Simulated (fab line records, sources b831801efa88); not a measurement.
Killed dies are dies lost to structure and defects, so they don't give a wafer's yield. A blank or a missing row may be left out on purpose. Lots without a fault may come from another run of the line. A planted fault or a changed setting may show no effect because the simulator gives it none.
Which tool did it? | flow sky130 | 11 lots, 33 wafers sampled, at 4 steps of a route of 708

WHAT THE GAUGES READ, wafer by wafer
SKY_VIA4_RS_MEAS_19: measures by four-point-probe.
lot  | measured     | on            | VIA4_W_RS (ohm/sq)
L149 | day 43 05:10 | film_metro-02 | 0.2235 0.2266 0.2278
L150 | day 43 13:07 | film_metro-03 | 0.2224 0.2249 0.2244
L153 | day 44 16:00 | film_metro-01 | 0.2316 0.2302 0.2286
L155 | day 45 08:46 | film_metro-03 | 0.2299 0.2283 0.2280
L157 | day 46 00:19 | film_metro-02 | 0.2232 0.2222 0.2268
L159 | day 46 08:14 | film_metro-02 | 0.2849 0.2930 0.2843
L160 | day 46 09:08 | film_metro-02 | 0.2887 0.2915 0.2887
L161 | day 46 11:55 | film_metro-01 | 0.2766 0.2827 0.2849
L170 | day 48 12:03 | film_metro-02 | 0.2258 0.2234 0.2249
L171 | day 48 13:58 | film_metro-03 | 0.2231 0.2222 0.2207
L169 | day 48 17:26 | film_metro-02 | 0.2235 0.2244 0.2212

WHICH TOOL RAN EACH LOT (tool, then ch and the chambers of the sampled wafers, then the start)
lot  | SKY_CAP2M_CVD_00                | SKY_VIA4_SPUTTER_17          | SKY_VIA4_CVD_18
L149 | pecvd-01 ch 1,2, day 40 03:08   | pvd_sputter-03, day 43 04:58 | cvd_w-01 ch 0,1, day 43 05:01
L150 | pecvd-01 ch 1,2, day 40 11:22   | pvd_sputter-03, day 43 12:55 | cvd_w-02 ch 0,1, day 43 12:58
L153 | pecvd-03 ch 0,2, day 41 15:15   | pvd_sputter-01, day 44 15:47 | cvd_w-01 ch 0,1, day 44 15:51
L155 | pecvd-03 ch 0,2, day 42 10:20   | pvd_sputter-04, day 45 08:24 | cvd_w-01 ch 1, day 45 08:28
L157 | pecvd-01 ch 0,2, day 43 02:55   | pvd_sputter-03, day 46 00:04 | cvd_w-02 ch 0,1, day 46 00:08
L159 | pecvd-03 ch 0,1,2, day 43 12:19 | pvd_sputter-01, day 46 08:00 | cvd_w-01 ch 0,1, day 46 08:04
L160 | pecvd-02 ch 0,1,2, day 43 12:46 | pvd_sputter-04, day 46 08:55 | cvd_w-01 ch 1, day 46 08:58
L161 | pecvd-03 ch 1,2, day 43 14:37   | pvd_sputter-04, day 46 11:43 | cvd_w-01 ch 0,1, day 46 11:46
L170 | pecvd-03 ch 0,1,2, day 45 20:05 | pvd_sputter-01, day 48 11:49 | cvd_w-02 ch 1, day 48 11:52
L171 | pecvd-03 ch 0,1,2, day 45 23:11 | pvd_sputter-03, day 48 13:46 | cvd_w-02 ch 0, day 48 13:49
L169 | pecvd-02 ch 1,2, day 46 04:08   | pvd_sputter-01, day 48 17:13 | cvd_w-02 ch 1, day 48 17:17
- SKY_CAP2M_CVD_00: deposits SiO2, target thk 15.5 nm.
- SKY_VIA4_SPUTTER_17: material TiN, target thk 20 nm, time 80 s.
- SKY_VIA4_CVD_18: deposits W, target thk 505 nm, time 152.14 s.

THE ANSWER, worked out from the rows above alone
Rule: what is usual is taken from the lots themselves. Put in order of their means at a reading, lots are off if they are a third of the lots or fewer, leave a main group of 4 or more, and stand apart from it by a gap of 3 or more times the standard deviation of the main group's means; of several such gaps the widest counts. A main group whose means are all the same, to the digits that the tables above print for the reading, isn't used. A lot without any number at a reading at which 4 lots or more have one is off too. The other lots that the step has rows for count as sound.
Off: L159, L160, L161, at SKY_VIA4_RS_MEAS_19 (VIA4_W_RS). The main group: mean 0.2253 ohm/sq, standard deviation 0.0026.
A tool fits if, at a process step before that reading, it ran every lot that is off, and no sound lot after the first of them. The gauges at SKY_VIA4_RS_MEAS_19 are tried like those tools. One fits: cvd_w-01 at SKY_VIA4_CVD_18. Its last sound lot is L155 (day 45 08:28), its first lot that is off L159 (day 46 08:04): a fault that began between those two fits.

WHAT THE SIMULATOR HAD PUT IN
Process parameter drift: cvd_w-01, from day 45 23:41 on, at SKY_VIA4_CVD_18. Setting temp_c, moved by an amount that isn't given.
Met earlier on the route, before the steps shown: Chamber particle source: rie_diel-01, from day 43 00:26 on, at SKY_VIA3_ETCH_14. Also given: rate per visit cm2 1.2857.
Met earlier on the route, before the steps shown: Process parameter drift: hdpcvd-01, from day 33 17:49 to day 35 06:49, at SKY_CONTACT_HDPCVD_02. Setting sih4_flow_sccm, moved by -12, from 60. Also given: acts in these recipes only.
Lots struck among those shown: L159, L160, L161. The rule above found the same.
